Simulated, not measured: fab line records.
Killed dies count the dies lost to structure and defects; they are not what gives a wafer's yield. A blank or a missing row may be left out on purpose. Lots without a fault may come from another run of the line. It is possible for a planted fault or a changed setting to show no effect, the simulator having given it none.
Split-lot trial -- flow sfq_line -- 11 wafers read from 5 lots, route of 325 steps

## THE SPLIT ITSELF
At SFQ_TRILAYER_M6_LITHO_COAT_164 (resist thk 62 nm), the setting spin_rpm was moved away from the recipe's 3000 rpm on 3 of the 11 wafers read, by +3.9% to +6.8%. For the rest of the wafers, this setting stayed at what the recipe calls for.

## FROM THE SPLIT TO THE READING: what the file shows between them, 3 steps
- SFQ_TRILAYER_M6_LITHO_COAT_159: resist thk 600 nm
- SFQ_TRILAYER_M6_LITHO_SOFTBAKE_163
- SFQ_TRILAYER_M6_LITHO_DEVELOP_161: time 60 s

## THE READING
etch.depth_nm (the simulator's own value, which no gauge read), in nm, at SFQ_TRILAYER_M6_BARC_OPEN_METAL_ETCH_206 (etches BARC in O2, target depth 125 nm, time 41.7 s). No usual value for it is given in the file. The 8 wafers here that ran the recipe average 62.09 nm, standard deviation 0.1 nm.

wafer,"tool, chamber at the split","spin_rpm as run, rpm",against the recipe,"etch.depth_nm, nm",against lot-mates on the recipe
L074.1,"litho_track-03, 0",3000,recipe,62.1,-
L074.2,"litho_track-03, 0",3205,+6.8%,60.1,-2.00
L074.5,"litho_track-03, 0",3205,+6.8%,60.1,-2.00
L077.4,"litho_track-01, 0",3000,recipe,62.03,-
L077.5,"litho_track-01, 0",3000,recipe,62.15,-
L077.6,"litho_track-01, 0",3000,recipe,62.26,-
L078.1,"litho_track-03, 0",3000,recipe,62.07,-
L078.2,"litho_track-03, 0",3000,recipe,62.17,-
L080.5,"litho_track-01, 0",3000,recipe,61.91,-
L084.1,"litho_track-01, 0",3117,+3.9%,60.75,-1.25
L084.2,"litho_track-01, 0",3000,recipe,62,-

THE FIT
A straight line over all 11 wafers: etch.depth_nm changes by -0.296 nm for each +1% of spin_rpm; r = -0.99; the points scatter about the line by 0.11 nm.
The same after taking each lot's own level away (the mean of its wafers on the recipe; 11 wafers): -0.296 nm for each +1%; r = -1.00; scatter 0.068 nm.
That fit puts the effect of the largest move of spin_rpm on the reading at 2 nm.
The span of the lots' own levels, 61.910 to 62.147 nm, comes to 2.3 times the standard deviation stated above.
The two slopes are in agreement: the lot-to-lot level therefore moves the slope only a little.
Check: with one of the wafers moved furthest among these (+6.8%) left out of the fit, the line predicts -2.05 nm for it against its lot-mates. Against them it came out at -2 nm.

## FURTHER SPLITS ON THESE WAFERS
These wafers also went through other splits before the reading. Each is held against what the fit with the lots' levels taken away leaves over:
other split on the same wafers,wafers away from the commonest value,r with etch.depth_nm (lot level and that fit taken away)
SFQ_TRILAYER_JJ_CE_LITHO_COAT_119 spin_rpm,5,-0.30
SFQ_TRILAYER_JJ_CE_BARC_OPEN_RIE_150 pressure_mtorr,8,+0.21
SFQ_TRILAYER_M5_LITHO_COAT_128 resist_thk_nm,4,-0.13
SFQ_TRILAYER_M5_ETCH_METAL_ETCH_126 time_s,4,-0.15
SFQ_TRILAYER_R5_DEP_SPUTTER_132 time_s,2,+0.12
SFQ_TRILAYER_R5_LITHO_PEB_139 peb_time_s,2,-0.18
SFQ_TRILAYER_I5_LITHO_COAT_144 resist_thk_nm,4,-0.09
SFQ_TRILAYER_I5_ETCH_VIA_ETCH_147 bias_w,5,+0.24
SFQ_TRILAYER_C5_BARC_OPEN_VIA_ETCH_210 time_s,3,+0.10

## THE WHOLE CHAIN: every reading that the file lists as answering this split, in the file's order
step,what it does,reading,change (the file's fit),r (the file's)
SFQ_TRILAYER_M6_LITHO_COAT_164,resist thk 62 nm,"BARC_of_TRILAYER_M6_LITHO_COAT_164.thk_nm (the simulator's own value, which no gauge read)",-0.31 nm for each +1% of the setting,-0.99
SFQ_TRILAYER_M6_BARC_OPEN_METAL_ETCH_206,"etches BARC in O2, target depth 125 nm, time 41.7 s","etch.depth_nm (the simulator's own value, which no gauge read)",-0.298 nm for each +1% of the setting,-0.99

## FILE'S OWN FIT
etch.depth_nm changes by -0.298 nm for each +1% of spin_rpm, r = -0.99.
